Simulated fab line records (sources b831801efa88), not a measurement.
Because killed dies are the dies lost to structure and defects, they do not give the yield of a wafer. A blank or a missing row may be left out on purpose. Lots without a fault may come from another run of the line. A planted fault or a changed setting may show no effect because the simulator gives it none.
fab line records | flow sky130
record lots=7 | wafers=21 | last-day=50
route steps=708 shown CAPM@554 METAL3@555
lots untouched by any fault: they come from a run of this same line in which no faults occurred
start-h: the number of hours between the record's first day and the start of the first shown wafer of the lot | wait-h: how many hours have passed since the lot's step before this one | " as in the row above | L1.1+2: several wafers, shown together as one row | - no value present, or no start provided | * or withheld: withheld | < > ~ a bound
route shown NAME@n: names a module that has steps shown in the file, with the first one's number in the route | usual: mean/standard deviation taken from wafers without a fault | same: alike in all rows | chamber/n: place in a boat | sites: the reading at each site | _std_site: how widely they spread, as a standard deviation | _edge_site: mean of outer sites minus mean of inner sites | radius-mm: for every site, how far away it sits from the centre of the wafer | mask NAME#n: copy n | behind: the last tool/chamber to shape the wafer | hold: what put the lot on hold/how long, in hours/how the hold closed | device: which transistor (n, p or np) failed to switch | end of line: tests of these same wafers at the route's end | where a step has no rows: the recipe by itself | killed: not the wafer's yield, but the dies lost to structure and defects at the first sort | map: a wafer's dies, x killed, . not, _ none there
set.NAME: setting as actually run; set.NAME@STEP: the setting as run at that earlier step | model.NAME: the simulator's own value behind a step, which no gauge read
certain route steps with their lots: each step a table, each wafer a row
services: when a tool's chamber went out of use (start-h, in hours from the record's first day, below 0 if earlier), for how many hours, and the reason
## steps
# step SKY_CAPM_CLEAN_17
# recipe chemistry=O3/DIW | dry=n2-spin
# step SKY_METAL3_DEHYDRATE_05
# recipe temp-c=200 | time-s=60
# step SKY_METAL3_HMDS_06
# recipe prime-time-s=60 | prime-temp-c=120
# step SKY_METAL3_COAT_07
# recipe resist=BARC | temp-c=withheld | time-s=withheld | spin-rpm=3000 | resist-thk-nm=60
# step SKY_METAL3_COAT_08
# recipe resist=KrF-thick | spin-rpm=3000 | resist-thk-nm=1140
# step SKY_METAL3_SOFTBAKE_09
# recipe temp-c=100 | time-s=90 | resist=KrF-thick
# step SKY_METAL3_EXPOSE_10
# recipe mask-id=MM3 | na=0.68 | source-shape=annular | sigma-inner=0.4 | sigma-outer=0.8 | target-cd-nm=300 | dose-mj=28
# step SKY_METAL3_PEB_11
# recipe peb-temp-c=withheld | peb-time-s=withheld | resist=KrF-thick
# step SKY_METAL3_DEVELOP_12
# recipe develop-time-s=60 | resist=KrF-thick | dev-temp-c=21
# step SKY_METAL3_CD_MEAS_13
# recipe target-cd-nm=300
# usual cd-nm=300.0/1.3
lot.wafer | tool      | chamber | start-h | wait-h | cd-nm
L623.3    | cd-sem-02 | -       | 888.40  | -      | 300.4
L623.5    | "         | -       | "       | "      | 299.8
L623.6    | "         | -       | "       | "      | 300.6
L624.2    | cd-sem-02 | -       | 910.82  | -      | 300.7
L624.4    | "         | -       | "       | "      | 300.8
L624.5    | "         | -       | "       | "      | 302.0
L636.2    | cd-sem-02 | -       | 1012.24 | -      | 298.2
L636.3    | "         | -       | "       | "      | 299.1
L636.5    | "         | -       | "       | "      | 297.5
L635.2    | cd-sem-01 | -       | 1013.47 | -      | 299.0
L635.3    | "         | -       | "       | "      | 298.3
L635.5    | "         | -       | "       | "      | 298.3
L634.2    | cd-sem-01 | -       | 1015.59 | -      | 300.2
L634.3    | "         | -       | "       | "      | 299.5
L634.4    | "         | -       | "       | "      | 299.8
L639.1    | cd-sem-02 | -       | 1018.78 | -      | 300.8
L639.2    | "         | -       | "       | "      | 301.2
L639.6    | "         | -       | "       | "      | 301.5
L643.2    | cd-sem-02 | -       | 1044.80 | -      | 299.4
L643.5    | "         | -       | "       | "      | 299.3
L643.6    | "         | -       | "       | "      | 301.0
# step SKY_METAL3_OVL_MEAS_14
# usual METAL3_OVL=2/5.5
lot.wafer | tool       | chamber | start-h | wait-h | METAL3_OVL[nm]
L623.3    | overlay-01 | -       | 888.50  | 0.1    | 2
L623.5    | "          | -       | "       | "      | -4
L623.6    | "          | -       | "       | "      | 10
L624.2    | overlay-02 | -       | 910.92  | 0.1    | 7
L624.4    | "          | -       | "       | "      | 5
L624.5    | "          | -       | "       | "      | 2
L636.2    | overlay-02 | -       | 1012.34 | 0.1    | -4
L636.3    | "          | -       | "       | "      | -5
L636.5    | "          | -       | "       | "      | -5
L635.2    | overlay-02 | -       | 1013.57 | 0.1    | 2
L635.3    | "          | -       | "       | "      | 2
L635.5    | "          | -       | "       | "      | -3
L634.2    | overlay-02 | -       | 1015.69 | 0.1    | 0
L634.3    | "          | -       | "       | "      | -2
L634.4    | "          | -       | "       | "      | 8
L639.1    | overlay-02 | -       | 1018.90 | 0.1    | -8
L639.2    | "          | -       | "       | "      | -4
L639.6    | "          | -       | "       | "      | -11
L643.2    | overlay-01 | -       | 1044.91 | 0.1    | 6
L643.5    | "          | -       | "       | "      | -1
L643.6    | "          | -       | "       | "      | 3
# step SKY_METAL3_DESCUM_15
# recipe chemistry=O2 | source-power-w=150 | bias-power-w=0 | pressure-mtorr=10 | temp-c=40 | time-s=8
# usual drypump-motor-current-A=6.0/0.44 | oes-product-au=1.000/0.0095 | temp-c=39.99/0.1
lot.wafer | tool         | chamber | start-h | wait-h | drypump-motor-current-A | oes-product-au | rf-hours-counter-h | temp-c
L623.3    | rie-metal-01 | 1       | 888.53  | 0.0    | 5.2                     | 1.000          | -                  | 39.75
L623.5    | "            | 1       | "       | "      | 5.2                     | 1.005          | -                  | 39.77
L623.6    | "            | 0       | "       | "      | 5.9                     | 0.990          | -                  | 39.96
L624.2    | rie-metal-01 | 0       | 910.95  | 0.0    | 5.9                     | 0.992          | 7                  | 39.80
L624.4    | "            | 0       | "       | "      | 5.9                     | 0.995          | -                  | 39.78
L624.5    | "            | 0       | "       | "      | 5.8                     | 0.986          | -                  | 39.99
L636.2    | rie-metal-01 | 0       | 1012.37 | 0.0    | 5.9                     | 0.985          | 13                 | 39.98
L636.3    | "            | 0       | "       | "      | 5.9                     | 0.988          | -                  | 40.12
L636.5    | "            | 1       | "       | "      | 5.2                     | 0.995          | -                  | 39.95
L635.2    | rie-metal-02 | 0       | 1013.60 | 0.0    | 6.4                     | 1.007          | 16                 | 39.97
L635.3    | "            | 0       | "       | "      | 6.4                     | 1.004          | -                  | 40.08
L635.5    | "            | 0       | "       | "      | 6.4                     | 1.012          | -                  | 40.14
L634.2    | rie-metal-02 | 1       | 1015.72 | 0.0    | 6.1                     | 0.996          | 3                  | 39.84
L634.3    | "            | 1       | "       | "      | 6.1                     | 0.997          | -                  | 39.84
L634.4    | "            | 0       | "       | "      | 6.4                     | 1.009          | -                  | 40.01
L639.1    | rie-metal-04 | 0       | 1018.94 | 0.0    | 5.8                     | 1.010          | 4                  | 39.98
L639.2    | "            | 1       | "       | "      | 6.5                     | 1.006          | 6                  | 39.98
L639.6    | "            | 1       | "       | "      | 6.5                     | 0.998          | -                  | 40.13
L643.2    | rie-metal-02 | 1       | 1044.94 | 0.0    | 6.1                     | 0.999          | 5                  | 39.92
L643.5    | "            | 0       | "       | "      | 6.3                     | 1.006          | -                  | 39.95
L643.6    | "            | 1       | "       | "      | 6.1                     | 1.000          | -                  | 39.88
# step SKY_METAL3_ETCH_16
# recipe chemistry=N2/H2 | target=BARC | ion-energy-ev=200 | bias-w=100 | pressure-mtorr=30 | n2-flow-sccm=100 | h2-flow-sccm=200 | icp-w=500 | stop-on=SiO2 | time-s=88.2 | target-depth-a=600
# usual bias-w=100.0/0.32 | chamber-pressure-mTorr=30.003/0.026 | drypump-motor-current-A=6.0/0.44 | h2-flow-sccm=200.0/0.51 | oes-product-au=0.626/0.0048 | throttle-valve-pct=13.204/0.0098
lot.wafer | tool         | chamber | start-h | wait-h | bias-w | chamber-pressure-mTorr | drypump-motor-current-A | h2-flow-sccm | oes-product-au | rf-hours-counter-h | throttle-valve-pct | model.KrF-thick_of_METAL3_COAT_08.thk-nm
L623.3    | rie-metal-01 | 1       | 888.58  | 0.0    | 99.6   | 30.023                 | 5.2                     | 200.3        | 0.626          | -                  | 13.207             | 1073
L623.5    | "            | 1       | "       | "      | 99.6   | 29.999                 | 5.2                     | 200.2        | 0.623          | -                  | 13.180             | 1076
L623.6    | "            | 0       | "       | "      | 99.6   | 30.032                 | 5.9                     | 200.8        | 0.627          | -                  | 13.214             | 1078
L624.2    | rie-metal-01 | 0       | 910.99  | 0.0    | 100.3  | 30.039                 | 5.9                     | 200.3        | 0.638          | 8                  | 13.221             | 1074
L624.4    | "            | 0       | "       | "      | 99.9   | 29.991                 | 5.9                     | 200.1        | 0.614          | -                  | 13.180             | 1077
L624.5    | "            | 0       | "       | "      | 100.5  | 30.011                 | 5.9                     | 199.1        | 0.628          | -                  | 13.210             | 1077
L636.2    | rie-metal-01 | 0       | 1012.40 | 0.0    | -      | -                      | -                       | -            | -              | -                  | -                  | 1127
L636.3    | "            | 0       | "       | "      | -      | -                      | -                       | -            | -              | -                  | -                  | 1125
L636.5    | "            | 1       | "       | "      | -      | -                      | -                       | -            | -              | -                  | -                  | 1125
L635.2    | rie-metal-02 | 0       | 1013.64 | 0.0    | -      | -                      | -                       | -            | -              | -                  | -                  | 1122
L635.3    | "            | 0       | "       | "      | -      | -                      | -                       | -            | -              | -                  | -                  | 1120
L635.5    | "            | 0       | "       | "      | -      | -                      | -                       | -            | -              | -                  | -                  | 1123
L634.2    | rie-metal-02 | 1       | 1015.75 | 0.0    | -      | -                      | -                       | -            | -              | -                  | -                  | 1126
L634.3    | "            | 1       | "       | "      | -      | -                      | -                       | -            | -              | -                  | -                  | 1124
L634.4    | "            | 0       | "       | "      | -      | -                      | -                       | -            | -              | -                  | -                  | 1125
L639.1    | rie-metal-04 | 0       | 1018.97 | 0.0    | 99.8   | 29.983                 | 5.9                     | 199.7        | 0.623          | 4                  | 13.203             | 1071
L639.2    | "            | 1       | "       | "      | 99.9   | 29.979                 | 6.6                     | 200.5        | 0.629          | 6                  | 13.203             | 1068
L639.6    | "            | 1       | "       | "      | 99.7   | 29.949                 | 6.5                     | 200.0        | 0.615          | -                  | 13.225             | 1072
L643.2    | rie-metal-02 | 1       | 1044.97 | 0.0    | 99.9   | 30.013                 | 6.1                     | 200.5        | 0.630          | 5                  | 13.212             | 1073
L643.5    | "            | 0       | "       | "      | 99.8   | 29.994                 | 6.3                     | 199.0        | 0.626          | -                  | 13.208             | 1075
L643.6    | "            | 1       | "       | "      | 99.8   | 30.002                 | 6.1                     | 199.7        | 0.621          | -                  | 13.192             | 1074
# step SKY_METAL3_ETCH_17
# recipe target=SiO2 | stop-on=TiN | chemistry=C4F8/O2/Ar | source-w=1500 | bias-w=1200 | pressure-mtorr=40 | c4f8-flow-sccm=withheld | O2_flow_sccm=6 | Ar_flow_sccm=300 | time-s=3.9 | target-depth-a=150
# usual bias-w=1200/3.5 | chamber-pressure-mTorr=40.00/0.035 | oes-product-au=0.757/0.0072
lot.wafer | tool        | chamber | start-h | wait-h | bias-w | chamber-pressure-mTorr | oes-product-au | rf-hours-counter-h
L623.3    | rie-diel-04 | 3       | 888.65  | 0.0    | 1199   | 40.09                  | 0.750          | 8
L623.5    | "           | 0       | "       | "      | 1197   | 40.02                  | 0.745          | -
L623.6    | "           | 3       | "       | "      | 1200   | 39.93                  | 0.755          | -
L624.2    | rie-diel-04 | 1       | 911.08  | 0.1    | 1197   | 40.09                  | 0.762          | 13
L624.4    | "           | 0       | "       | "      | 1193   | 40.03                  | 0.748          | 11
L624.5    | "           | 0       | "       | "      | 1202   | 40.00                  | 0.744          | -
L636.2    | rie-diel-03 | 0       | 1012.50 | 0.1    | 1201   | 40.03                  | 0.372          | 5
L636.3    | "           | 2       | "       | "      | 1199   | 40.10                  | 0.376          | 13
L636.5    | "           | 1       | "       | "      | 1201   | 39.99                  | 0.370          | -
L635.2    | rie-diel-01 | 3       | 1013.73 | 0.1    | 1202   | 40.01                  | 0.375          | 11
L635.3    | "           | 0       | "       | "      | 1198   | 40.02                  | 0.372          | 23
L635.5    | "           | 0       | "       | "      | 1195   | 40.01                  | 0.385          | -
L634.2    | rie-diel-01 | 1       | 1015.85 | 0.1    | 1202   | 40.02                  | 0.374          | 7
L634.3    | "           | 2       | "       | "      | 1201   | 40.09                  | 0.385          | 5
L634.4    | "           | 0       | "       | "      | 1203   | 40.00                  | 0.374          | 23
L639.1    | rie-diel-04 | 1       | 1019.07 | 0.1    | 1204   | 39.99                  | 0.761          | 16
L639.2    | "           | 3       | "       | "      | 1199   | 40.05                  | 0.752          | 12
L639.6    | "           | 1       | "       | "      | 1201   | 40.04                  | 0.766          | -
L643.2    | rie-diel-03 | 2       | 1045.07 | 0.1    | 1202   | 40.05                  | 0.752          | 14
L643.5    | "           | 2       | "       | "      | 1204   | 39.98                  | 0.765          | -
L643.6    | "           | 3       | "       | "      | 1192   | 40.01                  | 0.758          | -
# step SKY_METAL3_METAL_ETCH_18
# recipe target-depth-a=8450 | stop-on=SiO2 | over-etch-frac=0.3 | time-s=183.1 | chemistry=Cl2/BCl3 | resist-sidewall-deg=88 | pressure-mtorr=10 | icp-w=870.7 | bias-w=48.5 | Cl2_flow_sccm=60 | bcl3-flow-sccm=30
# usual bcl3-flow-sccm=30.01/0.08 | bias-w=48.51/0.15 | drypump-motor-current-A=6.0/0.42 | oes-product-au=0.854/0.0057 | throttle-valve-pct=22.265/0.009
lot.wafer | tool         | chamber | start-h | wait-h | bcl3-flow-sccm | bias-w | drypump-motor-current-A | oes-product-au | rf-hours-counter-h | throttle-valve-pct | model.KrF-thick_of_METAL3_COAT_08.thk-nm
L623.3    | rie-metal-02 | 1       | 888.73  | 0.1    | 30.10          | 48.63  | 6.2                     | 0.843          | -                  | 22.268             | 542
L623.5    | "            | 0       | "       | "      | 29.93          | 48.61  | 6.4                     | 0.846          | -                  | 22.260             | 541.7
L623.6    | "            | 1       | "       | "      | 29.93          | 48.69  | 6.1                     | 0.856          | -                  | 22.255             | 544.1
L624.2    | rie-metal-04 | 0       | 911.10  | 0.0    | 30.03          | 48.70  | 5.9                     | 0.860          | 19                 | 22.261             | 527.1
L624.4    | "            | 1       | "       | "      | 29.89          | 48.52  | 6.5                     | 0.855          | -                  | 22.256             | 544.5
L624.5    | "            | 0       | "       | "      | 29.91          | 48.65  | 5.8                     | 0.857          | -                  | 22.267             | 529.1
L636.2    | rie-metal-04 | 0       | 1012.52 | 0.0    | 29.98          | 48.50  | 5.9                     | 0.375          | 4                  | 22.274             | 586.4
L636.3    | "            | 0       | "       | "      | 30.10          | 48.35  | 5.9                     | 0.381          | -                  | 22.291             | 581.9
L636.5    | "            | 1       | "       | "      | 29.88          | 48.49  | 6.6                     | 0.380          | -                  | 22.260             | 599.4
L635.2    | rie-metal-01 | 0       | 1013.75 | 0.0    | 30.05          | 48.76  | 5.9                     | 0.377          | 13                 | 22.288             | 596
L635.3    | "            | 0       | "       | "      | 30.00          | 48.36  | 5.9                     | 0.382          | -                  | 22.267             | 596.4
L635.5    | "            | 1       | "       | "      | 30.03          | 48.56  | 5.2                     | 0.374          | -                  | 22.274             | 586.9
L634.2    | rie-metal-01 | 0       | 1015.87 | 0.0    | 29.96          | 48.49  | 5.9                     | 0.377          | 13                 | 22.251             | 605.9
L634.3    | "            | 0       | "       | "      | 29.99          | 48.84  | 5.8                     | 0.376          | -                  | 22.266             | 603.1
L634.4    | "            | 1       | "       | "      | 30.04          | 48.36  | 5.2                     | 0.372          | -                  | 22.264             | 587.6
L639.1    | rie-metal-02 | 1       | 1019.09 | 0.0    | 30.05          | 48.71  | 6.1                     | 0.844          | 3                  | 22.267             | 532.5
L639.2    | "            | 0       | "       | "      | 30.09          | 48.70  | 6.4                     | 0.852          | 17                 | 22.249             | 525
L639.6    | "            | 1       | "       | "      | 30.03          | 48.51  | 6.1                     | 0.850          | -                  | 22.272             | 535.8
L643.2    | rie-metal-04 | 0       | 1045.09 | 0.0    | 29.97          | 48.47  | 5.9                     | 0.867          | 6                  | 22.257             | 526.5
L643.5    | "            | 0       | "       | "      | 29.85          | 48.54  | 5.9                     | 0.857          | -                  | 22.276             | 534.7
L643.6    | "            | 1       | "       | "      | 30.00          | 48.56  | 6.5                     | 0.849          | -                  | 22.270             | 547.1
# step SKY_METAL3_STRIP_19
# recipe chemistry=O2/N2 | power-w=1400 | pressure-mtorr=1500 | platen-temp-c=withheld | o2-flow-sccm=3000 | n2-flow-sccm=300 | overash-fraction=0.5
# usual drypump-motor-current-A=5.7/0.4 | oes-product-au=0.508/0.0052 | strip-time-to-endpoint-s=6.68/0.078
lot.wafer | tool            | chamber | start-h | wait-h | drypump-motor-current-A | oes-product-au | rf-hours-counter-h | strip-time-to-endpoint-s
L623.3    | plasma-asher-02 | 0       | 888.88  | 0.1    | 5.1                     | 0.503          | -                  | 6.68
L623.5    | "               | 0       | "       | "      | 5.1                     | 0.510          | -                  | 6.68
L623.6    | "               | 1       | "       | "      | 5.3                     | 0.505          | -                  | 6.69
L624.2    | plasma-asher-04 | 0       | 911.28  | 0.1    | 6.1                     | 0.501          | 108                | 6.53
L624.4    | "               | 1       | "       | "      | 6.1                     | 0.505          | -                  | 6.71
L624.5    | "               | 0       | "       | "      | 6.1                     | 0.508          | -                  | 6.55
L636.2    | plasma-asher-03 | 0       | 1012.70 | 0.1    | 5.3                     | 0.524          | 91                 | 7.12
L636.3    | "               | 0       | "       | "      | 5.3                     | 0.523          | -                  | 7.08
L636.5    | "               | 0       | "       | "      | 5.3                     | 0.533          | -                  | 7.24
L635.2    | plasma-asher-03 | 0       | 1013.93 | 0.1    | 5.3                     | 0.528          | 91                 | 7.21
L635.3    | "               | 0       | "       | "      | 5.3                     | 0.528          | -                  | 7.23
L635.5    | "               | 0       | "       | "      | 5.3                     | 0.529          | -                  | 7.13
L634.2    | plasma-asher-02 | 0       | 1016.05 | 0.1    | 5.1                     | 0.535          | 54                 | 7.31
L634.3    | "               | 0       | "       | "      | 5.1                     | 0.534          | -                  | 7.29
L634.4    | "               | 1       | "       | "      | 5.4                     | 0.524          | -                  | 7.13
L639.1    | plasma-asher-03 | 1       | 1019.26 | 0.1    | 5.9                     | 0.504          | 91                 | 6.60
L639.2    | "               | 0       | "       | "      | 5.3                     | 0.500          | 91                 | 6.51
L639.6    | "               | 1       | "       | "      | 5.9                     | 0.508          | -                  | 6.62
L643.2    | plasma-asher-04 | 0       | 1045.26 | 0.1    | 6.1                     | 0.496          | 123                | 6.54
L643.5    | "               | 0       | "       | "      | 6.2                     | 0.507          | -                  | 6.60
L643.6    | "               | 1       | "       | "      | 6.1                     | 0.510          | -                  | 6.72
# step SKY_METAL3_STRIP_20
# recipe chemistry=post-etch-residue-remover | time-s=1200 | temp-c=72.5
## services
tool            | chamber | start-h | hours | kind
rie-metal-04    | 0       | 870.25  | 25.8  | repair
rie-diel-04     | 3       | 892.76  | 15.7  | repair
rie-diel-03     | 1       | 893.40  | 3.9   | repair
rie-metal-04    | 1       | 896.09  | -     | clean
rie-metal-04    | 1       | 896.09  | 13.6  | scheduled-down
rie-metal-04    | 1       | 896.09  | 13.6  | vent-cycle
plasma-asher-04 | -       | 899.44  | 2.8   | pm
rie-metal-04    | 0       | 915.87  | -     | clean
rie-metal-04    | 0       | 915.87  | 26.6  | scheduled-down
rie-metal-04    | 0       | 915.87  | 26.6  | vent-cycle
rie-metal-02    | 1       | 932.29  | -     | clean
rie-metal-02    | 1       | 932.29  | 19.4  | scheduled-down
rie-metal-02    | 1       | 932.29  | 19.4  | vent-cycle
rie-metal-02    | -       | 948.00  | 1.4   | pm
plasma-asher-02 | -       | 959.04  | 2.8   | pm
plasma-asher-02 | -       | 961.79  | 28.1  | pm
rie-diel-03     | 0       | 968.14  | 4.5   | repair
rie-diel-03     | 2       | 971.56  | 6.0   | repair
rie-diel-01     | -       | 974.72  | 14.6  | pm
rie-diel-03     | -       | 992.80  | 14.6  | pm
rie-diel-04     | 2       | 994.08  | 6.2   | repair
rie-diel-01     | 3       | 1006.96 | 6.3   | repair
rie-diel-01     | 0       | 1020.68 | -     | clean
plasma-asher-02 | -       | 1020.99 | 14.6  | pm
## key
first-sign step=SKY_METAL3_ETCH_16 | reading=tool-record | direction=missing
effect step=SKY_METAL3_ETCH_17 | reading=oes-product-au | direction=down | sigmas=53 | usual=0.757 | struck=0.376
effect step=SKY_METAL3_METAL_ETCH_18 | reading=oes-product-au | direction=down | sigmas=84 | usual=0.854 | struck=0.377
effect step=SKY_METAL3_STRIP_19 | reading=strip-time-to-endpoint-s | direction=up | sigmas=6.5 | usual=* | struck=*
model-effect step=SKY_METAL3_ETCH_16 | value=KrF-thick_of_METAL3_COAT_08.thk-nm | without=1074 | struck=1124
model-effect step=SKY_METAL3_METAL_ETCH_18 | value=KrF-thick_of_METAL3_COAT_08.thk-nm | without=543.8 | struck=593.7
met-at SKY_METAL3_ETCH_16
struck-wafers L634.2,L634.3,L634.4,L635.2,L635.3,L635.5,L636.2,L636.3,L636.5
later-rows-left-out L634.2,L634.3,L634.4,L635.2,L635.3,L635.5,L636.2,L636.3,L636.5
sort-left-out L634.2,L634.3,L634.4,L635.2,L635.3,L635.5,L636.2,L636.3,L636.5
onset-between 910.99 1012.40
fault kind=skipped-step-whole | tool=rie-metal-01,rie-metal-02 | chamber=- | onset-h=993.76 | steps=SKY_METAL3_ETCH_16 | scope=struck-lots-only
# sort-left-out: the simulated sort isn't trusted on such a fault, so these wafers' sort isn't shown, and their yield isn't known
# later-rows-left-out: the simulator's readings of these wafers behind a module that went badly wrong aren't trusted and aren't shown, but for the sort
